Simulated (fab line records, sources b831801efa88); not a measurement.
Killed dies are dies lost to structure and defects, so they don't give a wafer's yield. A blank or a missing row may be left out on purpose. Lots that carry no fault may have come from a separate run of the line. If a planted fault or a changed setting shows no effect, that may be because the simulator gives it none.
fab line records    flow sky130
record lots=6  wafers=18  lastDay=50
route steps=708 shown METAL1@434
lots that met no fault: from a run of the same line without faults
startH: hours from the record's first day to the start of the lot's first wafer shown    waitH: time in hours since the lot's previous step    " the same as in the row above    L1.1+2: a single row standing in for several wafers    - no value, or no start was given    * or withheld: withheld    < > ~ a bound
route shown NAME@n: NAME is a module with steps in the file, n the number in the route of the first one    usual: mean/standard deviation of fault-free wafers    same: alike in all rows    chamber/n: place in a boat    sites: readings site by site    _std_site: their standard deviation    _edge_site: the outer-site mean with the inner-site mean subtracted    radiusMm: for every site, how far away it sits from the centre of the wafer    mask NAME#n: copy n    behind: the tool/chamber that last shaped the wafer    hold: cause of the lot's hold/its duration in hours/its outcome    device: the n, p or np transistor that did not switch    end of line: tests of these same wafers at the route's end    a step given without rows: its recipe and nothing more    killed: dies lost to structure and defects at the first sort, not the wafer's yield    map: the dies of a wafer, with x for killed, . for not killed, _ for no die there
set.NAME: the setting as run; set.NAME@STEP: as run at that earlier step    model.NAME: the simulator's own value behind a step, which no gauge read
lots seen at some steps along the route; tables by step, rows by wafer
services: from which hour (startH, from the record's first day; less than 0 if before it) a tool's chamber was out of use, for how many hours, and why
## steps
# step SKY_METAL1_SPUTTER_00
# recipe material=Ti  targetThkNm=15  powerW=3000  timeS=10  chamberPressurePa=0.4
# usual throttleValvePct=30.3/1.2
lot.wafer  tool           chamber  startH  waitH  throttleValvePct
L517.4     pvdSputter-02  -        730.85  0.1    31.6
L517.5     "              -        "       "      28.8
L517.6     "              -        "       "      31.5
L520.2     pvdSputter-04  -        765.39  0.2    31.0
L520.3     "              -        "       "      28.0
L520.6     "              -        "       "      28.1
L529.1     pvdSputter-04  -        830.05  0.2    31.1
L529.3     "              -        "       "      29.8
L529.5     "              -        "       "      31.2
L530.1     pvdSputter-01  -        839.91  0.2    30.6
L530.2     "              -        "       "      31.1
L530.5     "              -        "       "      30.7
L535.1     pvdSputter-01  -        869.78  0.1    32.6
L535.2     "              -        "       "      29.6
L535.5     "              -        "       "      30.9
L537.4     pvdSputter-01  -        898.00  0.2    30.4
L537.5     "              -        "       "      30.6
L537.6     "              -        "       "      32.6
# step SKY_METAL1_SPUTTER_01
# recipe material=TiN  targetThkNm=20  powerW=6500  timeS=16.7  chamberPressurePa=0.4
# usual throttleValvePct=30.3/1.3
lot.wafer  tool           chamber  startH  waitH  throttleValvePct
L517.4     pvdSputter-02  -        730.88  0.0    31.6
L517.5     "              -        "       "      29.1
L517.6     "              -        "       "      31.7
L520.2     pvdSputter-04  -        765.41  0.0    31.4
L520.3     "              -        "       "      28.0
L520.6     "              -        "       "      27.7
L529.1     pvdSputter-04  -        830.07  0.0    31.2
L529.3     "              -        "       "      30.0
L529.5     "              -        "       "      31.2
L530.1     pvdSputter-01  -        839.93  0.0    31.0
L530.2     "              -        "       "      30.9
L530.5     "              -        "       "      30.7
L535.1     pvdSputter-01  -        869.81  0.0    32.8
L535.2     "              -        "       "      29.6
L535.5     "              -        "       "      30.9
L537.4     pvdSputter-01  -        898.02  0.0    30.9
L537.5     "              -        "       "      30.6
L537.6     "              -        "       "      32.6
# step SKY_METAL1_SPUTTER_02
# recipe material=AlCu  targetThkNm=250  powerW=10600  timeS=13.3  chamberPressurePa=0.4
# usual throttleValvePct=30.3/1.2
lot.wafer  tool           chamber  startH  waitH  throttleValvePct
L517.4     pvdSputter-02  -        730.90  0.0    31.4
L517.5     "              -        "       "      29.0
L517.6     "              -        "       "      31.4
L520.2     pvdSputter-04  -        765.44  0.0    31.1
L520.3     "              -        "       "      28.0
L520.6     "              -        "       "      28.0
L529.1     pvdSputter-04  -        830.10  0.0    31.0
L529.3     "              -        "       "      29.8
L529.5     "              -        "       "      31.4
L530.1     pvdSputter-01  -        839.95  0.0    30.6
L530.2     "              -        "       "      30.4
L530.5     "              -        "       "      30.7
L535.1     pvdSputter-01  -        869.83  0.0    32.5
L535.2     "              -        "       "      29.6
L535.5     "              -        "       "      30.6
L537.4     pvdSputter-01  -        898.04  0.0    30.7
L537.5     "              -        "       "      30.6
L537.6     "              -        "       "      32.7
# step SKY_METAL1_SPUTTER_03
# recipe material=Ti  targetThkNm=5  powerW=3000  timeS=3.3  chamberPressurePa=0.4
# usual throttleValvePct=30.3/1.3
lot.wafer  tool           chamber  startH  waitH  throttleValvePct
L517.4     pvdSputter-02  -        730.93  0.0    31.6
L517.5     "              -        "       "      28.9
L517.6     "              -        "       "      31.7
L520.2     pvdSputter-04  -        765.46  0.0    31.4
L520.3     "              -        "       "      27.9
L520.6     "              -        "       "      27.9
L529.1     pvdSputter-04  -        830.12  0.0    31.4
L529.3     "              -        "       "      29.8
L529.5     "              -        "       "      31.5
L530.1     pvdSputter-01  -        839.98  0.0    30.9
L530.2     "              -        "       "      30.7
L530.5     "              -        "       "      30.5
L535.1     pvdSputter-01  -        869.86  0.0    32.8
L535.2     "              -        "       "      29.7
L535.5     "              -        "       "      30.8
L537.4     pvdSputter-01  -        898.07  0.0    30.6
L537.5     "              -        "       "      30.5
L537.6     "              -        "       "      32.5
# step SKY_METAL1_SPUTTER_04
# recipe material=TiN  targetThkNm=70  powerW=6500  timeS=58.3  chamberPressurePa=0.4
# usual throttleValvePct=30.3/1.3
lot.wafer  tool           chamber  startH  waitH  throttleValvePct
L517.4     pvdSputter-02  -        730.95  0.0    31.6
L517.5     "              -        "       "      28.9
L517.6     "              -        "       "      31.5
L520.2     pvdSputter-04  -        765.48  0.0    31.4
L520.3     "              -        "       "      28.1
L520.6     "              -        "       "      28.1
L529.1     pvdSputter-04  -        830.14  0.0    30.8
L529.3     "              -        "       "      29.8
L529.5     "              -        "       "      31.4
L530.1     pvdSputter-01  -        840.00  0.0    30.6
L530.2     "              -        "       "      30.8
L530.5     "              -        "       "      30.6
L535.1     pvdSputter-01  -        869.88  0.0    32.6
L535.2     "              -        "       "      29.5
L535.5     "              -        "       "      30.9
L537.4     pvdSputter-01  -        898.09  0.0    30.6
L537.5     "              -        "       "      30.8
L537.6     "              -        "       "      32.8
# step SKY_METAL1_RS_MEAS_05
# recipe thkMeasGauge=four-point-probe  reads=TiN_of_METAL1_SPUTTER_04+Ti_of_METAL1_SPUTTER_03+AlCu_of_METAL1_SPUTTER_02+TiN_of_METAL1_SPUTTER_01+Ti_of_METAL1_SPUTTER_00
# usual METAL1_ALCU_RS=0.1271/0.0012
lot.wafer  tool          chamber  startH  waitH  METAL1_ALCU_RS[ohm/sq]
L517.4     filmMetro-04  -        731.05  0.1    0.1262
L517.5     "             -        "       "      0.1277
L517.6     "             -        "       "      0.1270
L520.2     filmMetro-03  -        765.55  0.0    0.1279
L520.3     "             -        "       "      0.1276
L520.6     "             -        "       "      0.1269
L529.1     filmMetro-03  -        830.19  0.0    0.1258
L529.3     "             -        "       "      0.1272
L529.5     "             -        "       "      0.1273
L530.1     filmMetro-01  -        840.05  0.0    0.1265
L530.2     "             -        "       "      0.1260
L530.5     "             -        "       "      0.1261
L535.1     filmMetro-03  -        869.92  0.0    0.1268
L535.2     "             -        "       "      0.1278
L535.5     "             -        "       "      0.1281
L537.4     filmMetro-04  -        898.19  0.1    0.1262
L537.5     "             -        "       "      0.1264
L537.6     "             -        "       "      0.1270
# step SKY_METAL1_THK_MEAS_06
# recipe thkMeasGauge=xrf  reads=AlCu_of_METAL1_SPUTTER_02
# usual METAL1_ALCU_THK=250/3.1
lot.wafer  tool          chamber  startH  waitH  METAL1_ALCU_THK[nm]
L517.4     filmMetro-04  -        731.14  0.1    249
L517.5     "             -        "       "      247
L517.6     "             -        "       "      248
L520.2     filmMetro-03  -        765.66  0.1    248
L520.3     "             -        "       "      249
L520.6     "             -        "       "      251
L529.1     filmMetro-03  -        830.31  0.1    253
L529.3     "             -        "       "      253
L529.5     "             -        "       "      250
L530.1     filmMetro-01  -        840.17  0.1    251
L530.2     "             -        "       "      250
L530.5     "             -        "       "      251
L535.1     filmMetro-03  -        870.04  0.1    253
L535.2     "             -        "       "      250
L535.5     "             -        "       "      249
L537.4     filmMetro-04  -        898.28  0.1    251
L537.5     "             -        "       "      251
L537.6     "             -        "       "      250
# step SKY_METAL1_DEHYDRATE_07
# recipe tempC=200  timeS=60
# step SKY_METAL1_HMDS_08
# recipe primeTimeS=60  primeTempC=120
# step SKY_METAL1_COAT_09
# recipe resist=BARC  tempC=withheld  timeS=withheld  spinRpm=2935  resistThkNm=60
# step SKY_METAL1_COAT_10
# recipe resist=KrF-thick  spinRpm=3000  resistThkNm=450
# step SKY_METAL1_SOFTBAKE_11
# recipe tempC=100  timeS=90  resist=KrF-thick
# step SKY_METAL1_EXPOSE_12
# recipe maskId=MM1  na=0.8  sourceShape=annular  sigmaInner=0.55  sigmaOuter=0.85  targetCdNm=140  doseMj=28
# usual exposureDoseMJCm2=28.05/0.1  focusOffsetNm=0.1/0.61  na=0.8/0  reticleTempC=23.01/0.096
lot.wafer  tool           chamber  startH  waitH  mask   exposureDoseMJCm2  focusOffsetNm  na   reticleTempC
L517.4     krfScanner-02  0        744.63  -      MM1#0  27.95              0.2            0.8  22.84
L517.5     "              0        "       "      MM1#0  28.00              0.4            0.8  22.94
L517.6     "              0        "       "      MM1#0  27.99              0.7            0.8  22.84
L520.2     krfScanner-01  0        779.66  -      MM1#0  28.17              0.9            0.8  23.13
L520.3     "              0        "       "      MM1#0  28.17              -0.1           0.8  22.89
L520.6     "              0        "       "      MM1#0  28.20              0.1            0.8  22.94
L529.1     krfScanner-01  -        842.96  -      MM1#0  -                  -              -    -
L529.3     "              -        "       "      MM1#0  -                  -              -    -
L529.5     "              -        "       "      MM1#0  -                  -              -    -
L530.1     krfScanner-02  -        852.94  -      MM1#0  -                  -              -    -
L530.2     "              -        "       "      MM1#0  -                  -              -    -
L530.5     "              -        "       "      MM1#0  -                  -              -    -
L535.1     krfScanner-02  0        883.21  -      MM1#0  27.99              -0.7           0.8  23.03
L535.2     "              0        "       "      MM1#0  27.98              -0.1           0.8  22.97
L535.5     "              0        "       "      MM1#0  27.95              0.0            0.8  22.87
L537.4     krfScanner-02  0        910.98  -      MM1#0  27.93              0.3            0.8  23.11
L537.5     "              0        "       "      MM1#0  27.95              0.1            0.8  23.08
L537.6     "              0        "       "      MM1#0  27.97              -0.7           0.8  22.91
# step SKY_METAL1_PEB_13
# recipe pebTempC=withheld  pebTimeS=withheld  resist=KrF-thick
## services
tool           chamber  startH  hours  kind
pvdSputter-04  -        716.89  2.3    repair
krfScanner-02  -        723.01  1.7    repair
pvdSputter-01  -        734.14  2.2    repair
krfScanner-01  -        744.01  0.8    pm
krfScanner-01  -        761.02  1.3    pm
pvdSputter-02  -        763.69  4.2    repair
krfScanner-01  -        767.55  4.4    pm
krfScanner-02  -        771.92  1.3    pm
krfScanner-01  -        780.87  0.3    repair
pvdSputter-01  -        794.84  3.5    repair
krfScanner-02  -        802.45  0.5    repair
krfScanner-01  -        814.54  1.0    pm
krfScanner-01  0        837.02  -      calibration
krfScanner-01  -        848.65  82.9   repair
krfScanner-02  0        854.21  -      calibration
pvdSputter-02  -        855.11  2.4    repair
pvdSputter-02  -        880.88  0.8    repair
krfScanner-02  -        894.69  0.8    pm
krfScanner-01  -        895.08  0.6    repair
krfScanner-02  -        902.01  1.0    pm
## key
firstSign step=SKY_METAL1_EXPOSE_12  reading=toolRecord  direction=missing
effect none on later readings
metAt SKY_METAL1_EXPOSE_12
struckWafers L529.1,L529.3,L529.5,L530.1,L530.2,L530.5
laterRowsLeftOut L529.1,L529.3,L529.5,L530.1,L530.2,L530.5
sortLeftOut L529.1,L529.3,L529.5,L530.1,L530.2,L530.5
onsetBetween 779.66 842.96
fault kind=skippedStepWhole  tool=krfScanner-01,krfScanner-02  chamber=-  onsetH=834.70  steps=SKY_METAL1_EXPOSE_12  scope=struckLotsOnly
# sortLeftOut: the simulated sort isn't trusted on such a fault, so these wafers' sort isn't shown, and their yield isn't known
# laterRowsLeftOut: the simulator's readings of these wafers behind a module that went badly wrong aren't trusted and aren't shown, but for the sort
